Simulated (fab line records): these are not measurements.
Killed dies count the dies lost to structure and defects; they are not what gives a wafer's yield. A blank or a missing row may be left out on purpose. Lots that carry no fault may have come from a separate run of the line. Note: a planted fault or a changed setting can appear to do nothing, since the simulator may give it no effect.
Which tool was responsible?    flow sky130    11 lots, 33 wafers sampled, at 4 steps of a route of 708

WHAT EACH GAUGE READ, for each wafer
SKY_VIA1_OVL_MEAS_13. Usual: VIA1_OVL 0 nm, standard deviation 4.6.
lot   measured      on          VIA1_OVL (nm)  flag
L659  day 33 18:17  overlay-02  -3 1 -4        
L660  day 33 22:14  overlay-01  -7 -1 -2       
L661  day 34 11:21  overlay-02  -4 6 -4        
L662  day 34 18:53  overlay-01  63 68 65       OFF
L663  day 35 12:51  overlay-02  -1 -4 -6       
L667  day 36 13:41  overlay-02  9 8 12         
L670  day 37 08:05  overlay-01  56 63 58       OFF
L671  day 37 16:47  overlay-02  0 -1 3         
L674  day 39 01:47  overlay-01  0 0 -2         
L681  day 41 01:56  overlay-02  -4 3 -2        
L682  day 41 05:22  overlay-02  -7 -10 -8      

EACH LOT AND THE TOOL THAT RAN IT (in order: tool; ch and the chambers of the sampled wafers; start)
lot   SKY_CONTACT_SPUTTER_23        SKY_METAL1_SPUTTER_02         SKY_VIA1_EXPOSE_09
L659  pvd sputter-02, day 31 09:02  pvd sputter-01, day 31 09:51  krf scanner-01 ch 0, day 33 04:41
L660  pvd sputter-02, day 31 14:23  pvd sputter-01, day 31 15:05  krf scanner-02 ch 0, day 33 08:34
L661  pvd sputter-01, day 32 04:20  pvd sputter-04, day 32 05:02  krf scanner-02 ch 0, day 33 22:44
L662  pvd sputter-02, day 32 10:47  pvd sputter-04, day 32 11:29  krf scanner-02 ch 0, day 34 05:29
L663  pvd sputter-03, day 33 05:23  pvd sputter-01, day 33 06:05  krf scanner-01 ch 0, day 34 23:56
L667  pvd sputter-03, day 34 06:33  pvd sputter-04, day 34 07:15  krf scanner-01 ch 0, day 36 01:00
L670  pvd sputter-03, day 35 02:18  pvd sputter-02, day 35 03:00  krf scanner-02 ch 0, day 36 19:16
L671  pvd sputter-03, day 35 10:20  pvd sputter-02, day 35 11:19  krf scanner-01 ch 0, day 37 04:09
L674  pvd sputter-02, day 36 21:05  pvd sputter-01, day 36 21:47  krf scanner-01 ch 0, day 38 14:06
L681  pvd sputter-03, day 38 21:37  pvd sputter-04, day 38 22:18  krf scanner-01 ch 0, day 40 14:05
L682  pvd sputter-03, day 39 00:23  pvd sputter-04, day 39 01:05  krf scanner-01 ch 0, day 40 16:40
- SKY_CONTACT_SPUTTER_23: material TiN, target thk 20 nm, time 80 s.
- SKY_METAL1_SPUTTER_02: material AlCu, target thk 250 nm, time 13.3 s.
- SKY_VIA1_EXPOSE_09: exposes mask VIM, target cd 150 nm.

AS READ BY THE TOOLS THEMSELVES (means over the sampled wafers that have a number; for cases with no such wafer, the mark the record gives instead)
SKY_CONTACT_SPUTTER_23. Usual: cathode dc power W 4000.0 W, standard deviation 0.77; chamber pressure pa 4.999 Pa, standard deviation 0.01; throttle valve pct 29.8 %, standard deviation 0.91.
lot   tool            cathode dc power W (W)  chamber pressure pa (Pa)  throttle valve pct (%)  flag
L659  pvd sputter-02  4000.7                  4.986                     30.7                    
L660  pvd sputter-02  4000.4                  5.001                     29.9                    
L661  pvd sputter-01  4000.0                  4.992                     29.7                    
L662  pvd sputter-02  4000.3                  4.991                     30.5                    
L663  pvd sputter-03  3999.8                  5.013                     29.7                    
L667  pvd sputter-03  4000.0                  4.999                     29.6                    
L670  pvd sputter-03  3999.5                  5.000                     30.1                    
L671  pvd sputter-03  4000.9                  4.995                     29.6                    
L674  pvd sputter-02  3999.8                  4.999                     29.8                    
L681  pvd sputter-03  4000.1                  4.998                     30.1                    
L682  pvd sputter-03  3999.8                  5.012                     29.4                    

SKY_METAL1_SPUTTER_02. Usual: cathode dc power W 10600 W, standard deviation 1.8; chamber pressure pa 0.4000 Pa, standard deviation 0.00076; throttle valve pct 29.9 %, standard deviation 0.64.
lot   tool            cathode dc power W (W)  chamber pressure pa (Pa)  throttle valve pct (%)  flag
L659  pvd sputter-01  10597                   0.4002                    29.2                    
L660  pvd sputter-01  10601                   0.4001                    29.2                    
L661  pvd sputter-04  10600                   0.4006                    30.0                    
L662  pvd sputter-04  10601                   0.4004                    29.4                    
L663  pvd sputter-01  10601                   0.3994                    29.0                    
L667  pvd sputter-04  10601                   0.4005                    30.1                    
L670  pvd sputter-02  10599                   0.3993                    30.6                    
L671  pvd sputter-02  10599                   0.3997                    30.3                    
L674  pvd sputter-01  10601                   0.3998                    28.8                    
L681  pvd sputter-04  10600                   0.4001                    30.1                    
L682  pvd sputter-04  10601                   0.3997                    29.9                    

THE ANSWER, worked out from the rows above alone
Rule: lot off if the mean of its wafers having a number is beyond 3 standard deviations from the usual mean. A lot without any number at a reading at which 4 lots or more have one is off too. Where the step has rows for the other lots, those lots are counted as sound. After the gauges, taken in route order, come the tools' own readings; for these a lot's mean is taken, as printed above. At the first step where some lot is off, the reading lying furthest off is the one used; lots without a number count as furthest.
Off: L662, L670, seen at SKY_VIA1_OVL_MEAS_13 (VIA1_OVL).
If a tool, at a process step before that reading, ran all the lots that are off and no sound lot after the first of them, it fits. The gauges at SKY_VIA1_OVL_MEAS_13 are tried like those tools. One fits: krf scanner-02 at SKY_VIA1_EXPOSE_09. A fault onset in the window from L661 (day 33 22:44, its last sound lot) to L662 (day 34 05:29, its first lot off) fits.

WHAT WAS PUT IN BY THE SIMULATOR
Scanner matching overlay: krf scanner-02, from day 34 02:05 on, at SKY_VIA1_EXPOSE_09. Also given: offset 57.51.
Lots struck among those shown: L662, L670. The rule above reached the same finding.
